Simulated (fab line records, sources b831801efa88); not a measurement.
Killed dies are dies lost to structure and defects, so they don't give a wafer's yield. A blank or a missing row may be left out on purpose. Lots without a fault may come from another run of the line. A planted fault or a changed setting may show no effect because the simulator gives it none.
Which tool did it? | flow sfq_line | 15 lots, 45 wafers sampled, at 3 steps of a route of 325

WHAT THE GAUGES READ, wafer by wafer
SFQ_M3_OVL_MEAS_921. Usual: M3_OVL -2 nm, standard deviation 6.
lot  | measured     | on         | M3_OVL (nm) | flag
L668 | day 36 04:04 | overlay-01 | -8 -12 -10  |
L670 | day 36 19:41 | overlay-02 | -3 -4 -6    |
L671 | day 37 17:05 | overlay-01 | -1 -1 -6    |
L672 | day 37 20:41 | overlay-01 | 0 -3 3      |
L673 | day 38 00:17 | overlay-02 | 6 -2 8      |
L674 | day 38 15:51 | overlay-01 | -6 -4 -3    |
L675 | day 39 06:28 | overlay-01 | -7 3 0      |
L676 | day 39 08:52 | overlay-01 | -9 -7 0     |
L682 | day 41 05:15 | overlay-02 | -3 7 4      |
L683 | day 41 14:51 | overlay-02 | 0 1 3       |
L685 | day 41 23:22 | overlay-02 | -2 7 8      |
L687 | day 42 16:05 | overlay-02 | -7 -3 -11   |
L688 | day 43 07:41 | overlay-01 | -14 -18 -13 |
L689 | day 43 21:45 | overlay-02 | -5 0 1      |
L691 | day 45 01:28 | overlay-02 | 0 5 9       |

SFQ_M4_RS_MEAS_924: measures by four-point-probe. Usual: M4_NB_RS 0.892 ohm/sq, standard deviation 0.011.
lot  | measured     | on            | M4_NB_RS (ohm/sq) | flag
L668 | day 43 02:46 | film_metro-04 | 0.898 0.907 0.900 |
L670 | day 43 10:37 | film_metro-01 | 0.874 0.879 0.880 |
L671 | day 44 10:59 | film_metro-03 | 0.903 0.902 0.915 |
L672 | day 44 18:09 | film_metro-03 | 0.914 0.914 0.909 |
L673 | day 44 21:09 | film_metro-03 | 0.906 0.921 0.899 |
L674 | day 45 13:22 | film_metro-03 | 0.904 0.904 0.896 |
L675 | day 46 02:34 | film_metro-04 | 0.882 0.894 0.895 |
L676 | day 46 06:09 | film_metro-03 | 0.903 0.899 0.896 |
L682 | day 48 02:23 | film_metro-01 | 1.433 0.890 0.895 | OFF
L683 | day 48 10:34 | film_metro-01 | 1.481 1.441 0.892 | OFF
L685 | day 48 15:22 | film_metro-04 | 1.453 1.459 1.485 | OFF
L687 | day 49 08:55 | film_metro-04 | 0.897 0.890 0.883 |
L688 | day 49 23:19 | film_metro-04 | 0.892 0.875 0.882 |
L689 | day 50 11:55 | film_metro-03 | 0.875 0.879 0.883 |
L691 | day 51 16:56 | film_metro-04 | 0.879 0.892 0.882 |

WHICH TOOL RAN EACH LOT (tool, then ch and the chambers of the sampled wafers, then the start)
lot  | SFQ_TRILAYER_M4_DEP_SPUTTER_091
L668 | pvd_sputter-06, day 43 02:41
L670 | pvd_sputter-05, day 43 10:29
L671 | pvd_sputter-06, day 44 10:53
L672 | pvd_sputter-03, day 44 18:04
L673 | pvd_sputter-06, day 44 21:04
L674 | pvd_sputter-06, day 45 13:16
L675 | pvd_sputter-06, day 46 02:28
L676 | pvd_sputter-03, day 46 06:04
L682 | pvd_sputter-05, day 48 02:18
L683 | pvd_sputter-05, day 48 10:28
L685 | pvd_sputter-05, day 48 15:16
L687 | pvd_sputter-03, day 49 08:48
L688 | pvd_sputter-06, day 49 23:12
L689 | pvd_sputter-06, day 50 11:48
L691 | pvd_sputter-06, day 51 16:51
- SFQ_TRILAYER_M4_DEP_SPUTTER_091: material Nb, target thk 200 nm, time 133.3 s.

WHAT THE TOOLS THEMSELVES READ (means of the sampled wafers that have a number; where no wafer has one, the mark that the record gives instead)
SFQ_TRILAYER_M4_DEP_SPUTTER_091. Usual: throttle_valve_pct 29.6 %, standard deviation 1.1.
lot  | tool           | throttle_valve_pct (%) | flag
L668 | pvd_sputter-06 | 29.4                   |
L670 | pvd_sputter-05 | 29.0                   |
L671 | pvd_sputter-06 | 29.4                   |
L672 | pvd_sputter-03 | 28.8                   |
L673 | pvd_sputter-06 | 28.9                   |
L674 | pvd_sputter-06 | 29.5                   |
L675 | pvd_sputter-06 | 29.6                   |
L676 | pvd_sputter-03 | 29.3                   |
L682 | pvd_sputter-05 | 30.8                   |
L683 | pvd_sputter-05 | 29.9                   |
L685 | pvd_sputter-05 | 30.1                   |
L687 | pvd_sputter-03 | 29.1                   |
L688 | pvd_sputter-06 | 29.3                   |
L689 | pvd_sputter-06 | 29.7                   |
L691 | pvd_sputter-06 | 29.4                   |

THE ANSWER, worked out from the rows above alone
Rule: a lot is off if the mean of its wafers that have a number lies more than 3 standard deviations from the usual mean. A lot without any number at a reading at which 4 lots or more have one is off too. The other lots that the step has rows for count as sound. The gauges are gone through in route order, then the tools' own readings, and for those a lot's mean is taken as printed above. The first step at which some lot is off is used, and at that step the reading that is off furthest; a lot without a number counts as furthest.
Off: L682, L683, L685, at SFQ_M4_RS_MEAS_924 (M4_NB_RS).
A tool fits if, at a process step before that reading, it ran every lot that is off, and no sound lot after the first of them. The gauges at SFQ_M4_RS_MEAS_924 are tried like those tools. One fits: pvd_sputter-05 at SFQ_TRILAYER_M4_DEP_SPUTTER_091. Its last sound lot is L670 (day 43 10:29), its first lot that is off L682 (day 48 02:18): a fault that began between those two fits.

WHAT THE SIMULATOR HAD PUT IN
Process parameter drift: pvd_sputter-05, from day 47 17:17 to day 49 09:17, at SFQ_TRILAYER_M4_DEP_SPUTTER_091. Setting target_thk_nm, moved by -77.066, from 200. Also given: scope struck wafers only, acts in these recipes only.
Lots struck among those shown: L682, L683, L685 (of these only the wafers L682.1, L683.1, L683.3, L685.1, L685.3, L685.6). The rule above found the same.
